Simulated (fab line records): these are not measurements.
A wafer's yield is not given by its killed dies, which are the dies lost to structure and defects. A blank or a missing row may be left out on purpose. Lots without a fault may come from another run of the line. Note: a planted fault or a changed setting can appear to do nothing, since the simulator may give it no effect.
Which tool was responsible? || flow sky130 || Sampling: 11 lots, 33 wafers, 6 of 708 route steps

== WHAT EACH GAUGE READ, for each wafer ==
SKY_VIA1_OVL_MEAS_13.
{"lot": "L284", "measured": "day 34 02:14", "on": "overlay-02", "VIA1_OVL (nm)": "-4 -16 -7"}
{"lot": "L287", "measured": "day 34 20:40", "on": "overlay-01", "VIA1_OVL (nm)": "-4 -13 -9"}
{"lot": "L292", "measured": "day 36 22:08", "on": "overlay-02", "VIA1_OVL (nm)": "-19 2 -12"}
{"lot": "L291", "measured": "day 37 00:25", "on": "overlay-01", "VIA1_OVL (nm)": "0 2 0"}
{"lot": "L293", "measured": "day 37 02:02", "on": "overlay-02", "VIA1_OVL (nm)": "-1 8 0"}
{"lot": "L297", "measured": "day 38 03:12", "on": "overlay-01", "VIA1_OVL (nm)": "6 -1 2"}
{"lot": "L298", "measured": "day 38 09:51", "on": "overlay-02", "VIA1_OVL (nm)": "6 11 7"}
{"lot": "L299", "measured": "day 38 12:50", "on": "overlay-02", "VIA1_OVL (nm)": "1 -2 3"}
{"lot": "L300", "measured": "day 38 19:20", "on": "overlay-01", "VIA1_OVL (nm)": "-9 -9 -4"}
{"lot": "L301", "measured": "day 39 01:49", "on": "overlay-01", "VIA1_OVL (nm)": "5 7 1"}
{"lot": "L307", "measured": "day 40 19:05", "on": "overlay-01", "VIA1_OVL (nm)": "-1 -1 -13"}

SKY_METAL2_RS_MEAS_05: a four-point-probe measurement.
{"lot": "L284", "measured": "day 34 03:44", "on": "film-metro-03", "METAL2_ALCU_RS (ohm/sq)": "0.1265 0.1263 0.1260"}
{"lot": "L287", "measured": "day 34 22:11", "on": "film-metro-01", "METAL2_ALCU_RS (ohm/sq)": "0.1263 0.1277 0.1266"}
{"lot": "L292", "measured": "day 36 23:40", "on": "film-metro-01", "METAL2_ALCU_RS (ohm/sq)": "0.1279 0.1284 0.1276"}
{"lot": "L291", "measured": "day 37 01:54", "on": "film-metro-01", "METAL2_ALCU_RS (ohm/sq)": "0.1292 0.1269 0.1277"}
{"lot": "L293", "measured": "day 37 03:32", "on": "film-metro-03", "METAL2_ALCU_RS (ohm/sq)": "0.1245 0.1261 0.1260"}
{"lot": "L297", "measured": "day 38 04:43", "on": "film-metro-03", "METAL2_ALCU_RS (ohm/sq)": "0.1262 0.1287 0.1281"}
{"lot": "L298", "measured": "day 38 11:22", "on": "film-metro-01", "METAL2_ALCU_RS (ohm/sq)": "0.1284 0.1281 0.1273"}
{"lot": "L299", "measured": "day 38 14:25", "on": "film-metro-04", "METAL2_ALCU_RS (ohm/sq)": "0.1147 0.1141 0.1149"}
{"lot": "L300", "measured": "day 38 20:53", "on": "film-metro-01", "METAL2_ALCU_RS (ohm/sq)": "0.1125 0.1143 0.1149"}
{"lot": "L301", "measured": "day 39 03:40", "on": "film-metro-01", "METAL2_ALCU_RS (ohm/sq)": "0.1243 0.1254 0.1253"}
{"lot": "L307", "measured": "day 40 20:35", "on": "film-metro-01", "METAL2_ALCU_RS (ohm/sq)": "0.1244 0.1259 0.1249"}

SKY_METAL2_THK_MEAS_06: measures by xrf.
{"lot": "L284", "measured": "day 34 03:52", "on": "film-metro-03", "METAL2_ALCU_THK (nm)": "247 247 250"}
{"lot": "L287", "measured": "day 34 22:17", "on": "film-metro-01", "METAL2_ALCU_THK (nm)": "252 249 251"}
{"lot": "L292", "measured": "day 36 23:45", "on": "film-metro-01", "METAL2_ALCU_THK (nm)": "247 246 247"}
{"lot": "L291", "measured": "day 37 02:01", "on": "film-metro-01", "METAL2_ALCU_THK (nm)": "243 248 249"}
{"lot": "L293", "measured": "day 37 03:39", "on": "film-metro-03", "METAL2_ALCU_THK (nm)": "251 245 248"}
{"lot": "L297", "measured": "day 38 04:49", "on": "film-metro-03", "METAL2_ALCU_THK (nm)": "250 245 248"}
{"lot": "L298", "measured": "day 38 11:28", "on": "film-metro-01", "METAL2_ALCU_THK (nm)": "246 246 246"}
{"lot": "L299", "measured": "day 38 14:32", "on": "film-metro-04", "METAL2_ALCU_THK (nm)": "266 266 266"}
{"lot": "L300", "measured": "day 38 20:59", "on": "film-metro-01", "METAL2_ALCU_THK (nm)": "272 265 265"}
{"lot": "L301", "measured": "day 39 03:46", "on": "film-metro-01", "METAL2_ALCU_THK (nm)": "253 253 253"}
{"lot": "L307", "measured": "day 40 20:43", "on": "film-metro-01", "METAL2_ALCU_THK (nm)": "253 249 252"}

== WHICH TOOL RAN EACH LOT (tool, then ch and the chambers of the sampled wafers, then the start) ==
{"lot": "L284", "SKY_VIA1_SPUTTER_20": "pvd-sputter-02, day 34 02:58", "SKY_METAL2_SPUTTER_02": "pvd-sputter-01, day 34 03:39", "SKY_METAL2_SPUTTER_03": "pvd-sputter-01, day 34 03:40"}
{"lot": "L287", "SKY_VIA1_SPUTTER_20": "pvd-sputter-04, day 34 21:22", "SKY_METAL2_SPUTTER_02": "pvd-sputter-01, day 34 22:02", "SKY_METAL2_SPUTTER_03": "pvd-sputter-01, day 34 22:04"}
{"lot": "L292", "SKY_VIA1_SPUTTER_20": "pvd-sputter-01, day 36 22:50", "SKY_METAL2_SPUTTER_02": "pvd-sputter-03, day 36 23:31", "SKY_METAL2_SPUTTER_03": "pvd-sputter-03, day 36 23:32"}
{"lot": "L291", "SKY_VIA1_SPUTTER_20": "pvd-sputter-01, day 37 01:07", "SKY_METAL2_SPUTTER_02": "pvd-sputter-03, day 37 01:49", "SKY_METAL2_SPUTTER_03": "pvd-sputter-03, day 37 01:50"}
{"lot": "L293", "SKY_VIA1_SPUTTER_20": "pvd-sputter-02, day 37 02:45", "SKY_METAL2_SPUTTER_02": "pvd-sputter-04, day 37 03:26", "SKY_METAL2_SPUTTER_03": "pvd-sputter-04, day 37 03:28"}
{"lot": "L297", "SKY_VIA1_SPUTTER_20": "pvd-sputter-04, day 38 03:55", "SKY_METAL2_SPUTTER_02": "pvd-sputter-01, day 38 04:36", "SKY_METAL2_SPUTTER_03": "pvd-sputter-01, day 38 04:37"}
{"lot": "L298", "SKY_VIA1_SPUTTER_20": "pvd-sputter-01, day 38 10:34", "SKY_METAL2_SPUTTER_02": "pvd-sputter-03, day 38 11:15", "SKY_METAL2_SPUTTER_03": "pvd-sputter-03, day 38 11:16"}
{"lot": "L299", "SKY_VIA1_SPUTTER_20": "pvd-sputter-01, day 38 13:38", "SKY_METAL2_SPUTTER_02": "pvd-sputter-03, day 38 14:19", "SKY_METAL2_SPUTTER_03": "pvd-sputter-03, day 38 14:20"}
{"lot": "L300", "SKY_VIA1_SPUTTER_20": "pvd-sputter-02, day 38 20:05", "SKY_METAL2_SPUTTER_02": "pvd-sputter-03, day 38 20:46", "SKY_METAL2_SPUTTER_03": "pvd-sputter-03, day 38 20:47"}
{"lot": "L301", "SKY_VIA1_SPUTTER_20": "pvd-sputter-04, day 39 02:31", "SKY_METAL2_SPUTTER_02": "pvd-sputter-01, day 39 03:32", "SKY_METAL2_SPUTTER_03": "pvd-sputter-01, day 39 03:33"}
{"lot": "L307", "SKY_VIA1_SPUTTER_20": "pvd-sputter-02, day 40 19:49", "SKY_METAL2_SPUTTER_02": "pvd-sputter-01, day 40 20:30", "SKY_METAL2_SPUTTER_03": "pvd-sputter-01, day 40 20:32"}
- SKY_VIA1_SPUTTER_20: material TiN, target thk 20 nm, time 80 s.
- SKY_METAL2_SPUTTER_02: material AlCu, target thk 250 nm, time 13.3 s.
- SKY_METAL2_SPUTTER_03: material Ti, target thk 5 nm, time 3.3 s.

== AS READ BY THE TOOLS THEMSELVES (means over the sampled wafers that have a number; for cases with no such wafer, the mark the record gives instead) ==
SKY_VIA1_SPUTTER_20.
{"lot": "L284", "tool": "pvd-sputter-02", "chamber-pressure-pa (Pa)": 5.002, "throttle-valve-pct (%)": 29.7}
{"lot": "L287", "tool": "pvd-sputter-04", "chamber-pressure-pa (Pa)": 5.006, "throttle-valve-pct (%)": 29.4}
{"lot": "L292", "tool": "pvd-sputter-01", "chamber-pressure-pa (Pa)": 5.003, "throttle-valve-pct (%)": 30.2}
{"lot": "L291", "tool": "pvd-sputter-01", "chamber-pressure-pa (Pa)": 4.991, "throttle-valve-pct (%)": 30.5}
{"lot": "L293", "tool": "pvd-sputter-02", "chamber-pressure-pa (Pa)": 5.002, "throttle-valve-pct (%)": 29.3}
{"lot": "L297", "tool": "pvd-sputter-04", "chamber-pressure-pa (Pa)": 4.997, "throttle-valve-pct (%)": 30.0}
{"lot": "L298", "tool": "pvd-sputter-01", "chamber-pressure-pa (Pa)": 5.005, "throttle-valve-pct (%)": 29.6}
{"lot": "L299", "tool": "pvd-sputter-01", "chamber-pressure-pa (Pa)": 4.997, "throttle-valve-pct (%)": 29.1}
{"lot": "L300", "tool": "pvd-sputter-02", "chamber-pressure-pa (Pa)": 4.999, "throttle-valve-pct (%)": 29.3}
{"lot": "L301", "tool": "pvd-sputter-04", "chamber-pressure-pa (Pa)": 4.989, "throttle-valve-pct (%)": 30.2}
{"lot": "L307", "tool": "pvd-sputter-02", "chamber-pressure-pa (Pa)": 4.991, "throttle-valve-pct (%)": 29.2}

SKY_METAL2_SPUTTER_02.
{"lot": "L284", "tool": "pvd-sputter-01", "chamber-pressure-pa (Pa)": 0.3997, "throttle-valve-pct (%)": 30.3}
{"lot": "L287", "tool": "pvd-sputter-01", "chamber-pressure-pa (Pa)": 0.4005, "throttle-valve-pct (%)": 30.5}
{"lot": "L292", "tool": "pvd-sputter-03", "chamber-pressure-pa (Pa)": 0.3997, "throttle-valve-pct (%)": 29.6}
{"lot": "L291", "tool": "pvd-sputter-03", "chamber-pressure-pa (Pa)": 0.3990, "throttle-valve-pct (%)": 30.4}
{"lot": "L293", "tool": "pvd-sputter-04", "chamber-pressure-pa (Pa)": 0.4006, "throttle-valve-pct (%)": 29.8}
{"lot": "L297", "tool": "pvd-sputter-01", "chamber-pressure-pa (Pa)": 0.4000, "throttle-valve-pct (%)": 30.7}
{"lot": "L298", "tool": "pvd-sputter-03", "chamber-pressure-pa (Pa)": 0.3996, "throttle-valve-pct (%)": 30.0}
{"lot": "L299", "tool": "pvd-sputter-03", "chamber-pressure-pa (Pa)": 0.2593, "throttle-valve-pct (%)": 36.8}
{"lot": "L300", "tool": "pvd-sputter-03", "chamber-pressure-pa (Pa)": 0.2584, "throttle-valve-pct (%)": 37.4}
{"lot": "L301", "tool": "pvd-sputter-01", "chamber-pressure-pa (Pa)": 0.3989, "throttle-valve-pct (%)": 29.6}
{"lot": "L307", "tool": "pvd-sputter-01", "chamber-pressure-pa (Pa)": 0.4015, "throttle-valve-pct (%)": 30.9}

SKY_METAL2_SPUTTER_03.
{"lot": "L284", "tool": "pvd-sputter-01", "chamber-pressure-pa (Pa)": 0.4001, "throttle-valve-pct (%)": 30.4}
{"lot": "L287", "tool": "pvd-sputter-01", "chamber-pressure-pa (Pa)": 0.3998, "throttle-valve-pct (%)": 30.4}
{"lot": "L292", "tool": "pvd-sputter-03", "chamber-pressure-pa (Pa)": 0.3997, "throttle-valve-pct (%)": 29.9}
{"lot": "L291", "tool": "pvd-sputter-03", "chamber-pressure-pa (Pa)": 0.3996, "throttle-valve-pct (%)": 30.4}
{"lot": "L293", "tool": "pvd-sputter-04", "chamber-pressure-pa (Pa)": 0.3998, "throttle-valve-pct (%)": 30.0}
{"lot": "L297", "tool": "pvd-sputter-01", "chamber-pressure-pa (Pa)": 0.4000, "throttle-valve-pct (%)": 30.8}
{"lot": "L298", "tool": "pvd-sputter-03", "chamber-pressure-pa (Pa)": 0.3988, "throttle-valve-pct (%)": 29.7}
{"lot": "L299", "tool": "pvd-sputter-03", "chamber-pressure-pa (Pa)": 0.3996, "throttle-valve-pct (%)": 29.4}
{"lot": "L300", "tool": "pvd-sputter-03", "chamber-pressure-pa (Pa)": 0.4001, "throttle-valve-pct (%)": 29.9}
{"lot": "L301", "tool": "pvd-sputter-01", "chamber-pressure-pa (Pa)": 0.3989, "throttle-valve-pct (%)": 29.7}
{"lot": "L307", "tool": "pvd-sputter-01", "chamber-pressure-pa (Pa)": 0.3999, "throttle-valve-pct (%)": 30.6}

== THE ANSWER, worked out from the rows above alone ==
Rule: the lots themselves supply what counts as usual. The widest of any qualifying gaps counts: lots, ordered by their means at a reading, are off when they make up no more than a third of the lots, leave a main group of 4 or more, and stand apart from it by 3 or more times the standard deviation of that group's means. The tables above print the reading to a certain number of digits; a main group whose means all agree to those digits is not used. A lot without any number at a reading at which 4 lots or more have one is off too. Where the step has rows for the other lots, those lots are counted as sound. The gauges are gone through in route order, then the tools' own readings, and for those a lot's mean is taken as printed above. At the first step where some lot is off, the reading lying furthest off is the one used; lots without a number count as furthest.
Off: L299, L300, at SKY_METAL2_RS_MEAS_05 (METAL2_ALCU_RS). Main group: mean 0.1267 ohm/sq, sd 0.0012.
A tool fits if, at a process step before that reading, it ran every lot that is off, and no sound lot after the first of them. The gauges at SKY_METAL2_RS_MEAS_05 aren't tried: what is off there is off at SKY_METAL2_SPUTTER_02 too, on other tools, and a gauge's error can't cause that. One fits: pvd-sputter-03 at SKY_METAL2_SPUTTER_02 and SKY_METAL2_SPUTTER_03. At SKY_METAL2_SPUTTER_02 its last sound lot is L298 (day 38 11:15), its first lot that is off L299 (day 38 14:19): a fault that began between those two fits.
The tool's own readings at SKY_METAL2_SPUTTER_02 bear it out: on the lots that are off they differ by more than 5 times the standard deviation of the sound lots' means. chamber-pressure-pa reads 0.2589 Pa there against 0.3999 Pa on the sound lots; throttle-valve-pct reads 37.1 % there against 30.2 % on the sound lots.

== WHAT WAS PUT IN BY THE SIMULATOR ==
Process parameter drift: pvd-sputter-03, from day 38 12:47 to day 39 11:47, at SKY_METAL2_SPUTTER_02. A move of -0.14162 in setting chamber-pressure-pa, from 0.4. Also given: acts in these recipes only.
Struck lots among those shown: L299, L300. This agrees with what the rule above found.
